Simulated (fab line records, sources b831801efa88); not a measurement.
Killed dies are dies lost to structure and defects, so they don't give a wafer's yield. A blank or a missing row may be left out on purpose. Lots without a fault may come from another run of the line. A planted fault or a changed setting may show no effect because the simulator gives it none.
A struck lot beside a sound one | flow sky130 | 43 steps out of a route of 708
Sound: wafers L173.3, L173.4, L173.5. Struck: wafer L168.2. (L168.1, L168.6 of the same lot were not struck and are left out.) The cause comes at the end.
At each step with rows: each side's tool, then ch and its chambers, then its first start. Under that, the readings that differ: sound wafers | struck wafers | difference of the means | sigmas: that difference in standard deviations of wafers without a fault.
alike: readings whose means differ by less than 2 such deviations, and words and numbers that are the same on both sides. not compared: withheld readings, readings that some wafer has no value for, bounds like >300 that may hide the same value, and numbers for which the record gives no deviation and whose values overlap.
The two part at a step that has a row with sigmas, a row that says differs or no value, or rows on one side only. Numbers that don't overlap but have no deviation are shown without sigmas and don't part them. A reading that every wafer of one side lacks parts them only if that side has two wafers or more.

first, 1 step without rows for these wafers: SKY_LDD_P_IMPLANT_09.
SKY_LDD_P_STRIP_10: strips in O2/N2.
  sound on plasma_asher-01 ch 0,1, day 25 16:07; struck on plasma_asher-04 ch 1, day 23 21:23
  reading                | sound             | struck | difference                   | sigmas
  oes_product_au (a.u.)  | 0.714 0.716 0.711 | 0.727  | +0.013                       | +3
  rf_hours_counter_h (h) | - - -             | 90     | no value on the sound wafers |
  alike: drypump_motor_current_A, strip_time_to_endpoint_s
SKY_LDD_P_TW_MEAS_11:
  sound on film_metro-02, day 25 16:12; struck on film_metro-04, day 23 21:29
  reading  | sound       | struck | difference | sigmas
  LDD_P_TW | 622 624 622 | 633    | +10        | +3
then, 7 steps without rows for these wafers: SKY_LDD_HVN_DEHYDRATE_00 (time 60 s); SKY_LDD_HVN_HMDS_01 (prime time 60 s); SKY_LDD_HVN_COAT_02 (resist thk 300 nm); SKY_LDD_HVN_SOFTBAKE_03 (time 60 s); SKY_LDD_HVN_EXPOSE_04 (exposes mask HVNTM, target cd 700 nm); SKY_LDD_HVN_PEB_05; SKY_LDD_HVN_DEVELOP_06 (develop time 60 s).
SKY_LDD_HVN_OVL_MEAS_07:
  sound on overlay-02, day 26 20:23; struck on overlay-02, day 25 03:28
  alike: LDD_HVN_OVL
then, 1 step without rows for these wafers: SKY_LDD_HVN_IMPLANT_08.
SKY_LDD_HVN_STRIP_09: strips in O2/N2.
  sound on plasma_asher-02 ch 0,1, day 26 20:35; struck on plasma_asher-04 ch 0, day 25 03:40
  reading                | sound | struck | difference                   | sigmas
  rf_hours_counter_h (h) | - - - | 93     | no value on the sound wafers |
  alike: drypump_motor_current_A, oes_product_au, strip_time_to_endpoint_s
SKY_LDD_HVN_TW_MEAS_10:
  sound on film_metro-01, day 26 20:41; struck on film_metro-01, day 25 03:46
  alike: LDD_HVN_TW
then, 7 steps without rows for these wafers: SKY_LDD_HVP_DEHYDRATE_00 (time 60 s); SKY_LDD_HVP_HMDS_01 (prime time 60 s); SKY_LDD_HVP_COAT_02 (resist thk 300 nm); SKY_LDD_HVP_SOFTBAKE_03 (time 60 s); SKY_LDD_HVP_EXPOSE_04 (exposes mask HVPTM, target cd 700 nm); SKY_LDD_HVP_PEB_05; SKY_LDD_HVP_DEVELOP_06 (develop time 60 s).
SKY_LDD_HVP_OVL_MEAS_07:
  sound on overlay-01, day 28 00:44; struck on overlay-01, day 26 08:48
  alike: LDD_HVP_OVL
then, 1 step without rows for these wafers: SKY_LDD_HVP_IMPLANT_08.
SKY_LDD_HVP_STRIP_09: strips in O2/N2.
  sound on plasma_asher-02 ch 0,1, day 28 00:56; struck on plasma_asher-01 ch 1, day 26 08:59
  reading                | sound | struck | difference                   | sigmas
  rf_hours_counter_h (h) | - - - | 18     | no value on the sound wafers |
  alike: drypump_motor_current_A, oes_product_au, strip_time_to_endpoint_s
SKY_LDD_HVP_TW_MEAS_10:
  sound on film_metro-01, day 28 01:02; struck on film_metro-01, day 26 09:05
  alike: LDD_HVP_TW
then, 7 steps without rows for these wafers: SKY_LDD_LDN_DEHYDRATE_00 (time 60 s); SKY_LDD_LDN_HMDS_01 (prime time 60 s); SKY_LDD_LDN_COAT_02 (resist thk 1140 nm); SKY_LDD_LDN_SOFTBAKE_03 (time 60 s); SKY_LDD_LDN_EXPOSE_04 (exposes mask LDNTM, target cd 700 nm); SKY_LDD_LDN_PEB_05; SKY_LDD_LDN_DEVELOP_06 (develop time 60 s).
SKY_LDD_LDN_OVL_MEAS_07:
  sound on overlay-01, day 29 05:59; struck on overlay-01, day 27 13:22
  alike: LDD_LDN_OVL
then, 4 steps without rows for these wafers: SKY_LDD_LDN_IMPLANT_08; SKY_LDD_LDN_IMPLANT_09; SKY_LDD_LDN_IMPLANT_10; SKY_LDD_LDN_IMPLANT_11.
SKY_LDD_LDN_STRIP_12: strips in O2/N2.
  sound on plasma_asher-01 ch 0,1, day 29 06:38; struck on plasma_asher-04 ch 1, day 27 14:01
  reading                     | sound             | struck | difference                   | sigmas
  drypump_motor_current_A (A) | 6.3 5.3 6.3       | 5.1    | -0.9                         | -2
  oes_product_au (a.u.)       | 0.717 0.717 0.704 | 0.724  | +0.011                       | +2
  rf_hours_counter_h (h)      | - - -             | 99     | no value on the sound wafers |
  alike: strip_time_to_endpoint_s
SKY_LDD_LDN_TW_MEAS_13:
  sound on film_metro-03, day 29 06:44; struck on film_metro-03, day 27 14:07
  alike: LDD_LDN_TW
then, 2 steps without rows for these wafers: SKY_LDD_LDN_CLEAN_14 (cleans in SC1/SC2, time 150 s); SKY_SPACER_CVD_00 (deposits Si3N4 from DCS/NH3, target thk 43.1 nm, time 740 s).
SKY_SPACER_THK_MEAS_01:
  sound on film_metro-04, day 29 08:59; struck on film_metro-01, day 27 17:07
  alike: SPACER_CVD_00_THK
-- the record jumps here: 21 days lie between the struck wafers' starts before and after (it left off in module SPACER and takes up again in module PAD_OPEN, whose first step shown is number 708 of the route) --
SKY_PAD_OPEN_PROBE_99:
  sound on prober-02, day 50 05:20; struck on prober-01, day 49 03:18
  reading             | sound     | struck | difference | sigmas
  killed_at_front_end | 14 10 17  | 41     | +27        | +6
  killed_dies         | 101 82 62 | 122    | +40        | +4
  killed_on_rim       | 24 17 15  | 32     | +13        | +4
  alike: killed_at_M0_to_M3, killed_at_M4_up, killed_at_contacts, killed_at_other, killed_open, killed_short

WHERE THEY PART
First at SKY_LDD_P_STRIP_10; last, within this record, at SKY_PAD_OPEN_PROBE_99.

WHY: what the simulator had put in
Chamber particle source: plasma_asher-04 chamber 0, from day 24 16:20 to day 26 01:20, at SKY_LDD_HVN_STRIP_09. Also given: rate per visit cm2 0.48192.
